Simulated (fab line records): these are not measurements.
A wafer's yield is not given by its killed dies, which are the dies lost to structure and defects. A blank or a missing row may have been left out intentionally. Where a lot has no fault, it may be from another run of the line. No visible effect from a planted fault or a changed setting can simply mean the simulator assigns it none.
What tool caused it? / flow gf180mcu / 36 wafers from 12 lots sampled at 4 of the route's 602 steps

WHAT THE GAUGES SHOWED, per wafer
GF_V2_CD_MEAS_14: the cd target is 260 nm.
lot=L594; measured=day 20 14:02; on=cd_sem-02; cd_nm (nm)=258.8 259.3 259.3
lot=L597; measured=day 21 19:58; on=cd_sem-02; cd_nm (nm)=259.6 258.9 260.0
lot=L599; measured=day 22 20:21; on=cd_sem-01; cd_nm (nm)=252.4 251.8 252.0
lot=L602; measured=day 23 08:39; on=cd_sem-02; cd_nm (nm)=252.9 252.4 252.7
lot=L608; measured=day 26 01:02; on=cd_sem-02; cd_nm (nm)=261.4 261.0 260.2
lot=L609; measured=day 26 01:05; on=cd_sem-01; cd_nm (nm)=261.2 261.5 261.3
lot=L610; measured=day 26 06:04; on=cd_sem-01; cd_nm (nm)=261.4 261.8 260.4
lot=L611; measured=day 26 22:32; on=cd_sem-02; cd_nm (nm)=260.9 259.7 260.0
lot=L612; measured=day 26 23:52; on=cd_sem-02; cd_nm (nm)=258.5 258.7 257.1
lot=L613; measured=day 27 04:43; on=cd_sem-02; cd_nm (nm)=261.0 261.2 260.8
lot=L614; measured=day 27 16:28; on=cd_sem-02; cd_nm (nm)=262.4 260.9 261.8
lot=L616; measured=day 27 21:53; on=cd_sem-01; cd_nm (nm)=260.4 259.3 258.6

WHAT TOOL EACH LOT RAN ON (gives the tool, then ch and the chambers of the sampled wafers, and finally the start)
lot=L594; GF_M2_SPUTTER_00=pvd_sputter-04, day 18 13:16; GF_V2_CMP_04=cmp-02 ch 0,1,3, day 19 14:17; GF_V2_PEB_12=litho_track-04 ch 0, day 20 13:42
lot=L597; GF_M2_SPUTTER_00=pvd_sputter-04, day 19 17:53; GF_V2_CMP_04=cmp-01 ch 0,2,3, day 20 19:28; GF_V2_PEB_12=litho_track-04 ch 0, day 21 19:37
lot=L599; GF_M2_SPUTTER_00=pvd_sputter-04, day 20 18:56; GF_V2_CMP_04=cmp-01 ch 0,2,3, day 21 20:40; GF_V2_PEB_12=litho_track-04 ch 0, day 22 20:02
lot=L602; GF_M2_SPUTTER_00=pvd_sputter-01, day 21 11:04; GF_V2_CMP_04=cmp-01 ch 1,2,3, day 22 10:55; GF_V2_PEB_12=litho_track-04 ch 0, day 23 08:20
lot=L608; GF_M2_SPUTTER_00=pvd_sputter-03, day 24 03:47; GF_V2_CMP_04=cmp-01 ch 1,2,3, day 25 02:52; GF_V2_PEB_12=litho_track-03 ch 0, day 26 00:41
lot=L609; GF_M2_SPUTTER_00=pvd_sputter-01, day 24 03:52; GF_V2_CMP_04=cmp-01 ch 1,2,3, day 25 03:19; GF_V2_PEB_12=litho_track-04 ch 0, day 26 00:44
lot=L610; GF_M2_SPUTTER_00=pvd_sputter-01, day 24 08:44; GF_V2_CMP_04=cmp-02 ch 0,1,2, day 25 08:18; GF_V2_PEB_12=litho_track-04 ch 0, day 26 05:43
lot=L611; GF_M2_SPUTTER_00=pvd_sputter-04, day 25 02:18; GF_V2_CMP_04=cmp-01 ch 1,2, day 26 01:19; GF_V2_PEB_12=litho_track-04 ch 0, day 26 22:11
lot=L612; GF_M2_SPUTTER_00=pvd_sputter-01, day 25 04:33; GF_V2_CMP_04=cmp-02 ch 0,2,3, day 26 03:13; GF_V2_PEB_12=litho_track-04 ch 0, day 26 23:31
lot=L613; GF_M2_SPUTTER_00=pvd_sputter-03, day 25 09:38; GF_V2_CMP_04=cmp-02 ch 1,2, day 26 07:59; GF_V2_PEB_12=litho_track-04 ch 0, day 27 04:22
lot=L614; GF_M2_SPUTTER_00=pvd_sputter-03, day 25 22:31; GF_V2_CMP_04=cmp-01 ch 2,3, day 26 20:19; GF_V2_PEB_12=litho_track-03 ch 0, day 27 16:07
lot=L616; GF_M2_SPUTTER_00=pvd_sputter-04, day 26 03:37; GF_V2_CMP_04=cmp-01 ch 0,2, day 27 01:29; GF_V2_PEB_12=litho_track-03 ch 0, day 27 21:32
- GF_M2_SPUTTER_00: material Ti, target thk 37.5 nm, time 150 s.
- GF_V2_CMP_04: polishes SiO2.
- GF_V2_PEB_12: peb time 90 s.

AS READ BY THE TOOLS THEMSELVES (means over the sampled wafers that have a number; for cases with no such wafer, the mark the record gives instead)
GF_M2_SPUTTER_00.
lot=L594; tool=pvd_sputter-04; throttle_valve_pct (%)=30.3
lot=L597; tool=pvd_sputter-04; throttle_valve_pct (%)=30.4
lot=L599; tool=pvd_sputter-04; throttle_valve_pct (%)=30.4
lot=L602; tool=pvd_sputter-01; throttle_valve_pct (%)=30.1
lot=L608; tool=pvd_sputter-03; throttle_valve_pct (%)=29.7
lot=L609; tool=pvd_sputter-01; throttle_valve_pct (%)=29.6
lot=L610; tool=pvd_sputter-01; throttle_valve_pct (%)=30.2
lot=L611; tool=pvd_sputter-04; throttle_valve_pct (%)=29.7
lot=L612; tool=pvd_sputter-01; throttle_valve_pct (%)=30.2
lot=L613; tool=pvd_sputter-03; throttle_valve_pct (%)=29.5
lot=L614; tool=pvd_sputter-03; throttle_valve_pct (%)=29.8
lot=L616; tool=pvd_sputter-04; throttle_valve_pct (%)=29.9

GF_V2_CMP_04.
lot=L594; tool=cmp-02; head_pressure_psi (psi)=3.999; motor_current_A (A)=12.2; time_to_endpoint_s (s)=84
lot=L597; tool=cmp-01; head_pressure_psi (psi)=4.002; motor_current_A (A)=11.6; time_to_endpoint_s (s)=70
lot=L599; tool=cmp-01; head_pressure_psi (psi)=4.001; motor_current_A (A)=11.5; time_to_endpoint_s (s)=83
lot=L602; tool=cmp-01; head_pressure_psi (psi)=4.005; motor_current_A (A)=12.6; time_to_endpoint_s (s)=75
lot=L608; tool=cmp-01; head_pressure_psi (psi)=4.001; motor_current_A (A)=12.7; time_to_endpoint_s (s)=84
lot=L609; tool=cmp-01; head_pressure_psi (psi)=4.001; motor_current_A (A)=12.8; time_to_endpoint_s (s)=78
lot=L610; tool=cmp-02; head_pressure_psi (psi)=4.004; motor_current_A (A)=11.5; time_to_endpoint_s (s)=75
lot=L611; tool=cmp-01; head_pressure_psi (psi)=3.996; motor_current_A (A)=11.9; time_to_endpoint_s (s)=82
lot=L612; tool=cmp-02; head_pressure_psi (psi)=4.005; motor_current_A (A)=11.3; time_to_endpoint_s (s)=74
lot=L613; tool=cmp-02; head_pressure_psi (psi)=4.004; motor_current_A (A)=11.2; time_to_endpoint_s (s)=73
lot=L614; tool=cmp-01; head_pressure_psi (psi)=4.008; motor_current_A (A)=11.7; time_to_endpoint_s (s)=84
lot=L616; tool=cmp-01; head_pressure_psi (psi)=3.993; motor_current_A (A)=10.8; time_to_endpoint_s (s)=80

GF_V2_PEB_12.
lot=L594; tool=litho_track-04; chill_plate_temp_C (C)=23.03; heater_power_total_W (W)=85.68; plate_temp_C (C)=135.00
lot=L597; tool=litho_track-04; chill_plate_temp_C (C)=23.07; heater_power_total_W (W)=85.70; plate_temp_C (C)=134.87
lot=L599; tool=litho_track-04; chill_plate_temp_C (C)=22.95; heater_power_total_W (W)=83.61; plate_temp_C (C)=132.59
lot=L602; tool=litho_track-04; chill_plate_temp_C (C)=23.04; heater_power_total_W (W)=83.59; plate_temp_C (C)=132.61
lot=L608; tool=litho_track-03; chill_plate_temp_C (C)=22.94; heater_power_total_W (W)=85.72; plate_temp_C (C)=134.99
lot=L609; tool=litho_track-04; chill_plate_temp_C (C)=23.08; heater_power_total_W (W)=85.71; plate_temp_C (C)=135.16
lot=L610; tool=litho_track-04; chill_plate_temp_C (C)=22.90; heater_power_total_W (W)=85.72; plate_temp_C (C)=134.93
lot=L611; tool=litho_track-04; chill_plate_temp_C (C)=23.10; heater_power_total_W (W)=85.67; plate_temp_C (C)=135.01
lot=L612; tool=litho_track-04; chill_plate_temp_C (C)=22.99; heater_power_total_W (W)=85.70; plate_temp_C (C)=134.89
lot=L613; tool=litho_track-04; chill_plate_temp_C (C)=22.91; heater_power_total_W (W)=85.61; plate_temp_C (C)=134.94
lot=L614; tool=litho_track-03; chill_plate_temp_C (C)=22.88; heater_power_total_W (W)=85.69; plate_temp_C (C)=134.94
lot=L616; tool=litho_track-03; chill_plate_temp_C (C)=23.14; heater_power_total_W (W)=85.73; plate_temp_C (C)=134.94

THE ANSWER, worked out from the rows above alone
Rule: usual is defined by the lots themselves. Put in order of their means at a reading, lots are off if they are a third of the lots or fewer, leave a main group of 4 or more, and stand apart from it by a gap of 3 or more times the standard deviation of the main group's means; of several such gaps the widest counts. A main group whose means are all the same, to the digits that the tables above print for the reading, isn't used. A lot without any number at a reading at which 4 lots or more have one is off too. Where the step has rows for the other lots, those lots are counted as sound. Order of review: gauges by route order, followed by the tools' own readings, for which a lot's mean as printed above is used. The first step at which some lot is off is used, and at that step the reading that is off furthest; a lot without a number counts as furthest.
Off, at GF_V2_CD_MEAS_14 on cd_nm: L599, L602. Main group: mean 260.2 nm, sd 1.1.
If a tool, at a process step before that reading, ran all the lots that are off and no sound lot after the first of them, it fits. Not tried: the gauges at GF_V2_CD_MEAS_14; whatever is off there is also off at GF_V2_PEB_12, on other tools, and gauge error can't account for it. Of those tried, none fits.

WHAT THE SIMULATOR HAD INSERTED
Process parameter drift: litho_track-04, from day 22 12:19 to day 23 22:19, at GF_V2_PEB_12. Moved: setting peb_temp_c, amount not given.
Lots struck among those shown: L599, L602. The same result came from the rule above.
